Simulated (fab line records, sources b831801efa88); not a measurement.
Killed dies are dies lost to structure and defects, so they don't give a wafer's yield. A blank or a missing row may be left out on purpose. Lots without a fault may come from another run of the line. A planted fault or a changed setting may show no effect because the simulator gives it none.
Which tool did it? | flow gf180mcu | 14 lots, 42 wafers sampled, at 5 steps of a route of 602

WHAT THE GAUGES READ, wafer by wafer
GF_VT_IMPLANT_OVL_MEAS_29. Usual: VT_IMPLANT_02_OVL -0.2 nm, standard deviation 1.4.
lot  | measured     | on         | VT_IMPLANT_02_OVL (nm) | flag
L727 | day 6 21:10  | overlay-02 | 2.3 2.7 0.5            |
L728 | day 7 03:26  | overlay-02 | -0.9 -1.2 -1.1         |
L730 | day 7 18:34  | overlay-02 | -0.3 -0.2 0.9          |
L731 | day 8 01:01  | overlay-01 | -0.9 -1.8 -1.4         |
L733 | day 8 16:26  | overlay-01 | 1.7 2.5 -0.2           |
L734 | day 8 20:31  | overlay-01 | -0.4 -1.1 -0.8         |
L742 | day 10 23:10 | overlay-01 | -0.1 0.8 0.1           |
L743 | day 11 07:10 | overlay-01 | -0.4 0.8 -0.2          |
L744 | day 11 10:16 | overlay-02 | 1.5 -0.5 0.3           |
L745 | day 11 20:35 | overlay-02 | -0.3 -0.7 0.9          |
L747 | day 12 10:52 | overlay-02 | 0.8 -1.8 0.0           |
L748 | day 12 13:10 | overlay-01 | -2.5 1.7 -0.4          |
L749 | day 12 17:43 | overlay-02 | 0.3 0.0 -0.6           |
L750 | day 13 11:23 | overlay-02 | -0.8 -1.4 -1.0         |

GF_POLY_GATE_OVL_MEAS_11. Usual: POLY_GATE_OVL 4 nm, standard deviation 5.3.
lot  | measured     | on         | POLY_GATE_OVL (nm) | flag
L727 | day 9 07:38  | overlay-01 | -1 -2 -5           |
L728 | day 9 16:43  | overlay-01 | -5 0 -3            |
L730 | day 10 05:50 | overlay-02 | 5 5 4              |
L731 | day 10 12:44 | overlay-02 | 0 -1 -1            |
L733 | day 11 02:12 | overlay-01 | 1 5 -2             |
L734 | day 11 07:41 | overlay-02 | 13 8 9             |
L742 | day 13 14:44 | overlay-02 | 4 2 9              |
L743 | day 14 00:45 | overlay-01 | 1 4 5              |
L744 | day 14 05:05 | overlay-02 | 7 3 6              |
L745 | day 14 15:38 | overlay-02 | 11 15 9            |
L747 | day 15 06:49 | overlay-01 | 12 2 6             |
L748 | day 15 08:11 | overlay-01 | -1 -1 3            |
L749 | day 15 15:53 | overlay-01 | -1 2 5             |
L750 | day 16 08:35 | overlay-02 | -3 6 2             |

WHICH TOOL RAN EACH LOT (tool, then ch and the chambers of the sampled wafers, then the start)
lot  | GF_STI_ETCH_14                  | GF_STI_STRIP_15                     | GF_MVPSD_STRIP_10
L727 | rie_si-02 ch 0,1,3, day 2 02:10 | plasma_asher-01 ch 0,1, day 2 02:14 | plasma_asher-02 ch 0,1, day 5 01:06
L728 | rie_si-01 ch 1,3, day 2 06:07   | plasma_asher-01 ch 0,1, day 2 06:13 | plasma_asher-02 ch 0,1, day 5 06:59
L730 | rie_si-01 ch 0,2, day 2 17:26   | plasma_asher-02 ch 0,1, day 2 17:30 | plasma_asher-02 ch 0,1, day 5 20:35
L731 | rie_si-02 ch 1,2, day 2 22:04   | plasma_asher-02 ch 1, day 2 22:09   | plasma_asher-03 ch 0,1, day 6 01:55
L733 | rie_si-02 ch 0,2,3, day 3 09:40 | plasma_asher-04 ch 0, day 3 09:45   | plasma_asher-03 ch 0,1, day 6 15:32
L734 | rie_si-02 ch 0,2,3, day 3 15:31 | plasma_asher-04 ch 0,1, day 3 15:36 | plasma_asher-03 ch 1, day 6 20:54
L742 | rie_si-01 ch 1,2,3, day 5 06:16 | plasma_asher-04 ch 0,1, day 5 06:20 | plasma_asher-02 ch 0,1, day 8 18:50
L743 | rie_si-01 ch 1,3, day 5 11:34   | plasma_asher-04 ch 0,1, day 5 11:38 | plasma_asher-01 ch 0,1, day 9 01:54
L744 | rie_si-01 ch 0,2,3, day 5 17:49 | plasma_asher-04 ch 0, day 5 17:53   | plasma_asher-03 ch 0,1, day 9 04:23
L745 | rie_si-01 ch 0,1,3, day 6 01:40 | plasma_asher-04 ch 0,1, day 6 01:46 | plasma_asher-01 ch 0,1, day 9 15:02
L747 | rie_si-02 ch 0,1,3, day 6 09:43 | plasma_asher-04 ch 0,1, day 6 09:47 | plasma_asher-03 ch 0,1, day 10 03:02
L748 | rie_si-02 ch 0,1,3, day 6 14:28 | plasma_asher-04 ch 0,1, day 6 14:33 | plasma_asher-03 ch 0,1, day 10 05:51
L749 | rie_si-01 ch 0,1,3, day 6 18:52 | plasma_asher-02 ch 1, day 6 18:57   | plasma_asher-03 ch 1, day 10 10:51
L750 | rie_si-01 ch 0,3, day 7 00:55   | plasma_asher-02 ch 0,1, day 7 01:00 | plasma_asher-01 ch 0,1, day 11 00:30
- GF_STI_ETCH_14: etches Si in HBr/Cl2/O2, target depth 360 nm, time 102.9 s.
- GF_STI_STRIP_15: strips in O2/N2.
- GF_MVPSD_STRIP_10: strips in O2/N2.

WHAT THE TOOLS THEMSELVES READ (means of the sampled wafers that have a number; where no wafer has one, the mark that the record gives instead)
GF_STI_ETCH_14. Usual: HBr_flow_sccm 150.0 sccm, standard deviation 0.44; drypump_motor_current_A 5.7 A, standard deviation 0.4; oes_product_au 1.007 a.u., standard deviation 0.0088; run_length_s 131.0 s, standard deviation 0.43; throttle_valve_pct 25.652 %, standard deviation 0.0097.
lot  | tool      | HBr_flow_sccm (sccm) | drypump_motor_current_A (A) | oes_product_au (a.u.) | run_length_s (s) | throttle_valve_pct (%) | flag
L727 | rie_si-02 | 150.5                | 5.5                         | 1.006                 | 131.3            | 25.650                 |
L728 | rie_si-01 | 149.8                | 5.5                         | 1.006                 | 131.2            | 25.650                 |
L730 | rie_si-01 | 149.8                | 5.9                         | 1.001                 | 131.0            | 25.657                 |
L731 | rie_si-02 | 149.9                | 5.6                         | 1.014                 | 131.0            | 25.648                 |
L733 | rie_si-02 | 150.1                | 5.5                         | 1.016                 | 114.5            | 25.651                 | OFF
L734 | rie_si-02 | 150.4                | 5.5                         | 1.011                 | 114.2            | 25.648                 | OFF
L742 | rie_si-01 | 150.2                | 5.5                         | 1.012                 | 131.3            | 25.651                 |
L743 | rie_si-01 | 150.2                | 5.5                         | 1.012                 | 131.1            | 25.650                 |
L744 | rie_si-01 | 149.6                | 5.9                         | 1.003                 | 131.2            | 25.653                 |
L745 | rie_si-01 | 150.0                | 5.8                         | 1.011                 | 131.1            | 25.655                 |
L747 | rie_si-02 | 149.6                | 5.5                         | 1.004                 | 131.1            | 25.648                 |
L748 | rie_si-02 | 150.3                | 5.5                         | 1.015                 | 131.2            | 25.656                 |
L749 | rie_si-01 | 150.3                | 5.8                         | 1.013                 | 130.9            | 25.662                 |
L750 | rie_si-01 | 150.0                | 5.9                         | 1.014                 | 131.0            | 25.645                 |

GF_STI_STRIP_15. Usual: drypump_motor_current_A 5.9 A, standard deviation 0.32; heater_power_w 316 W, standard deviation 17; oes_product_au 0.383 a.u., standard deviation 0.0046; platen_temp_c 249.97 C, standard deviation 0.17; strip_time_to_endpoint_s 3.72 s, standard deviation 0.038.
lot  | tool            | drypump_motor_current_A (A) | heater_power_w (W) | oes_product_au (a.u.) | platen_temp_c (C) | strip_time_to_endpoint_s (s) | flag
L727 | plasma_asher-01 | 5.8                         | 310                | 0.382                 | 250.10            | 3.70                         |
L728 | plasma_asher-01 | 5.8                         | 313                | 0.388                 | 249.98            | 3.76                         |
L730 | plasma_asher-02 | 6.2                         | 325                | 0.384                 | 249.91            | 3.74                         |
L731 | plasma_asher-02 | 5.7                         | 315                | 0.389                 | 249.93            | 3.69                         |
L733 | plasma_asher-04 | 6.1                         | 339                | 0.387                 | 250.10            | 3.91                         | OFF
L734 | plasma_asher-04 | 5.7                         | 308                | 0.389                 | 249.96            | 3.88                         | OFF
L742 | plasma_asher-04 | 5.7                         | 304                | 0.380                 | 249.88            | 3.67                         |
L743 | plasma_asher-04 | 5.7                         | 308                | 0.380                 | 249.68            | 3.70                         |
L744 | plasma_asher-04 | 6.1                         | 338                | 0.385                 | 250.16            | 3.72                         |
L745 | plasma_asher-04 | 5.7                         | 306                | 0.389                 | 249.99            | 3.71                         |
L747 | plasma_asher-04 | 5.7                         | 308                | 0.380                 | 250.19            | 3.70                         |
L748 | plasma_asher-04 | 5.7                         | 304                | 0.388                 | 249.89            | 3.72                         |
L749 | plasma_asher-02 | 5.7                         | 312                | 0.380                 | 249.97            | 3.71                         |
L750 | plasma_asher-02 | 6.0                         | 316                | 0.381                 | 249.97            | 3.67                         |

GF_MVPSD_STRIP_10. Usual: drypump_motor_current_A 5.94 A, standard deviation 0.28; heater_power_w 304 W, standard deviation 19; oes_product_au 0.723 a.u., standard deviation 0.0046; platen_temp_c 249.98 C, standard deviation 0.19; strip_time_to_endpoint_s 37.00 s, standard deviation 0.088.
lot  | tool            | drypump_motor_current_A (A) | heater_power_w (W) | oes_product_au (a.u.) | platen_temp_c (C) | strip_time_to_endpoint_s (s) | flag
L727 | plasma_asher-02 | 5.98                        | 319                | 0.726                 | 250.10            | 36.92                        |
L728 | plasma_asher-02 | 5.97                        | 319                | 0.717                 | 249.99            | 37.08                        |
L730 | plasma_asher-02 | 6.18                        | 325                | 0.722                 | 249.97            | 36.88                        |
L731 | plasma_asher-03 | 5.81                        | 283                | 0.721                 | 249.99            | 36.99                        |
L733 | plasma_asher-03 | 5.81                        | 291                | 0.724                 | 250.02            | 37.02                        |
L734 | plasma_asher-03 | 5.86                        | 291                | 0.718                 | 249.74            | 37.12                        |
L742 | plasma_asher-02 | 5.99                        | 316                | 0.723                 | 250.00            | 37.01                        |
L743 | plasma_asher-01 | 5.97                        | 311                | 0.723                 | 250.00            | 37.04                        |
L744 | plasma_asher-03 | 5.80                        | 290                | 0.724                 | 250.08            | 36.96                        |
L745 | plasma_asher-01 | 5.98                        | 309                | 0.725                 | 249.93            | 37.05                        |
L747 | plasma_asher-03 | 5.80                        | 282                | 0.726                 | 249.93            | 37.13                        |
L748 | plasma_asher-03 | 5.83                        | 285                | 0.723                 | 250.10            | 36.88                        |
L749 | plasma_asher-03 | 5.85                        | 296                | 0.718                 | 250.03            | 37.05                        |
L750 | plasma_asher-01 | 5.82                        | 315                | 0.722                 | 249.92            | 37.11                        |

THE ANSWER, worked out from the rows above alone
Rule: a lot is off if the mean of its wafers that have a number lies more than 3 standard deviations from the usual mean. A lot without any number at a reading at which 4 lots or more have one is off too. The other lots that the step has rows for count as sound. The gauges are gone through in route order, then the tools' own readings, and for those a lot's mean is taken as printed above. The first step at which some lot is off is used, and at that step the reading that is off furthest; a lot without a number counts as furthest.
Off: L733, L734, at GF_STI_ETCH_14 (run_length_s).
A tool fits if, at that step or a process step before it, it ran every lot that is off, and no sound lot after the first of them. None of those tried fits.

WHAT THE SIMULATOR HAD PUT IN
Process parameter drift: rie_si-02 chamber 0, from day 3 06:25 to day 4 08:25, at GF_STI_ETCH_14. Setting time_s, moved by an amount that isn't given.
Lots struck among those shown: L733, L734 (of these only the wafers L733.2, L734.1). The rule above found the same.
